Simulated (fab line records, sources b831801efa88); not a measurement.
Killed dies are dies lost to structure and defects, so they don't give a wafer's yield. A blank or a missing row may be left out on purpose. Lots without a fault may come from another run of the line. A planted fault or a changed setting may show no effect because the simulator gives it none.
Which tool did it? | flow gf180mcu | 12 lots, 36 wafers sampled, at 4 steps of a route of 602

WHAT THE GAUGES READ, wafer by wafer
GF_V4_OVL_MEAS_15.
lot  | measured     | on         | V4_OVL (nm)
L257 | day 24 14:45 | overlay-02 | 2 -6 0
L258 | day 24 23:54 | overlay-02 | 7 -8 1
L259 | day 25 11:41 | overlay-02 | -4 -3 3
L260 | day 25 22:29 | overlay-02 | -1 -6 5
L262 | day 26 19:13 | overlay-02 | 0 -4 1
L263 | day 27 01:01 | overlay-02 | 5 -5 4
L264 | day 27 15:52 | overlay-01 | 0 -5 -4
L269 | day 28 17:31 | overlay-02 | 1 -4 8
L272 | day 29 13:20 | overlay-02 | -4 -4 -4
L273 | day 29 17:29 | overlay-01 | -13 -6 -5
L275 | day 30 09:31 | overlay-02 | -4 -3 -9
L279 | day 31 09:56 | overlay-02 | 2 -3 -10

GF_MIM_THK_MEAS_06.
lot  | measured     | on            | MIM_CVD_05_THK (nm)
L257 | day 24 16:24 | film_metro-02 | 41.5 41.5 41.7
L258 | day 25 01:34 | film_metro-02 | 41.0 41.7 41.5
L259 | day 25 13:20 | film_metro-02 | 40.9 41.3 41.6
L260 | day 26 00:14 | film_metro-04 | 41.1 41.4 41.5
L262 | day 26 20:53 | film_metro-02 | 41.1 41.1 41.4
L263 | day 27 02:42 | film_metro-03 | 41.0 41.4 41.6
L264 | day 27 17:35 | film_metro-03 | 41.7 41.2 41.4
L269 | day 28 19:13 | film_metro-04 | 55.0 41.6 42.5 55.0 41.6 42.5
L272 | day 29 15:01 | film_metro-02 | 55.2 41.3 56.5 55.2 41.3 56.5
L273 | day 29 19:08 | film_metro-03 | 41.4 42.0 42.7
L275 | day 30 11:10 | film_metro-02 | 41.6 41.5 42.3
L279 | day 31 11:37 | film_metro-04 | 41.4 42.3 42.2

WHICH TOOL RAN EACH LOT (tool, then ch and the chambers of the sampled wafers, then the start)
lot  | GF_V4_CMP_26                  | GF_MIM_CVD_05
L257 | cmp-01 ch 0,2,3, day 24 15:56 | pecvd-02 ch 1,2, day 24 16:21
L258 | cmp-01 ch 0,1, day 25 00:59   | pecvd-02 ch 1,2, day 25 01:31
L259 | cmp-02 ch 1,2, day 25 12:50   | pecvd-02 ch 0,1,2, day 25 13:18
L260 | cmp-01 ch 0,2,3, day 25 23:38 | pecvd-01 ch 0,1,2, day 26 00:09
L262 | cmp-01 ch 0,1,2, day 26 20:25 | pecvd-03 ch 1,2, day 26 20:50
L263 | cmp-01 ch 2,3, day 27 02:08   | pecvd-02 ch 0,1,2, day 27 02:39
L264 | cmp-02 ch 0,1,2, day 27 17:00 | pecvd-03 ch 0,1,2, day 27 17:31
L269 | cmp-02 ch 1,2,3, day 28 18:42 | pecvd-03 ch 1,2, day 28 19:10
L272 | cmp-02 ch 0,1,2, day 29 14:34 | pecvd-03 ch 1,2, day 29 14:59
L273 | cmp-01 ch 1,2, day 29 18:35   | pecvd-01 ch 0,1, day 29 19:06
L275 | cmp-02 ch 1,3, day 30 10:37   | pecvd-01 ch 0,1,2, day 30 11:08
L279 | cmp-02 ch 1,2,3, day 31 11:12 | pecvd-01 ch 0,1,2, day 31 11:34
- GF_V4_CMP_26: polishes, stops on SiO2, t overpolish 15 s, target thk 0 nm.
- GF_MIM_CVD_05: deposits Si3N4, target thk 42 nm, time 29.086 s.

WHAT THE TOOLS THEMSELVES READ (means of the sampled wafers that have a number; where no wafer has one, the mark that the record gives instead)
GF_V4_CMP_26.
lot  | tool   | motor_current_A (A) | overpolish_run_s (s) | slurry_flow_ml_min | time_to_endpoint_s (s)
L257 | cmp-01 | 11.1                | 15.006               | 150.0              | 86
L258 | cmp-01 | 11.2                | 15.003               | 149.7              | 90
L259 | cmp-02 | 12.3                | 14.999               | 150.3              | 86
L260 | cmp-01 | 10.9                | 15.005               | 149.9              | 85
L262 | cmp-01 | 11.4                | 14.995               | 150.3              | 90
L263 | cmp-01 | 10.5                | 15.006               | 150.1              | 91
L264 | cmp-02 | 12.0                | 15.006               | 150.0              | 86
L269 | cmp-02 | 12.0                | 15.003               | 150.6              | 92
L272 | cmp-02 | 12.1                | 14.996               | 150.1              | 89
L273 | cmp-01 | 10.8                | 15.002               | 149.8              | 83
L275 | cmp-02 | 12.0                | 14.999               | 150.0              | 86
L279 | cmp-02 | 11.9                | 15.004               | 150.4              | 88

GF_MIM_CVD_05.
lot  | tool     | heater_power_w (W)
L257 | pecvd-02 | 930
L258 | pecvd-02 | 806
L259 | pecvd-02 | 746
L260 | pecvd-01 | 662
L262 | pecvd-03 | 674
L263 | pecvd-02 | 773
L264 | pecvd-03 | 680
L269 | pecvd-03 | 656
L272 | pecvd-03 | 738
L273 | pecvd-01 | 620
L275 | pecvd-01 | 653
L279 | pecvd-01 | 656

THE ANSWER, worked out from the rows above alone
Rule: what is usual is taken from the lots themselves. Put in order of their means at a reading, lots are off if they are a third of the lots or fewer, leave a main group of 4 or more, and stand apart from it by a gap of 3 or more times the standard deviation of the main group's means; of several such gaps the widest counts. A main group whose means are all the same, to the digits that the tables above print for the reading, isn't used. A lot without any number at a reading at which 4 lots or more have one is off too. The other lots that the step has rows for count as sound. The gauges are gone through in route order, then the tools' own readings, and for those a lot's mean is taken as printed above. The first step at which some lot is off is used, and at that step the reading that is off furthest; a lot without a number counts as furthest.
Off: L269, L272, at GF_MIM_THK_MEAS_06 (MIM_CVD_05_THK). The main group: mean 41.5 nm, standard deviation 0.28.
A tool fits if, at a process step before that reading, it ran every lot that is off, and no sound lot after the first of them. The gauges at GF_MIM_THK_MEAS_06 are tried like those tools. One fits: pecvd-03 at GF_MIM_CVD_05. Its last sound lot is L264 (day 27 17:31), its first lot that is off L269 (day 28 19:10): a fault that began between those two fits.

WHAT THE SIMULATOR HAD PUT IN
Process parameter drift: pecvd-03, from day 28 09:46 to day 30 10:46, at GF_MIM_CVD_05. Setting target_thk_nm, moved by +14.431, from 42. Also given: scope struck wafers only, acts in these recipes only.
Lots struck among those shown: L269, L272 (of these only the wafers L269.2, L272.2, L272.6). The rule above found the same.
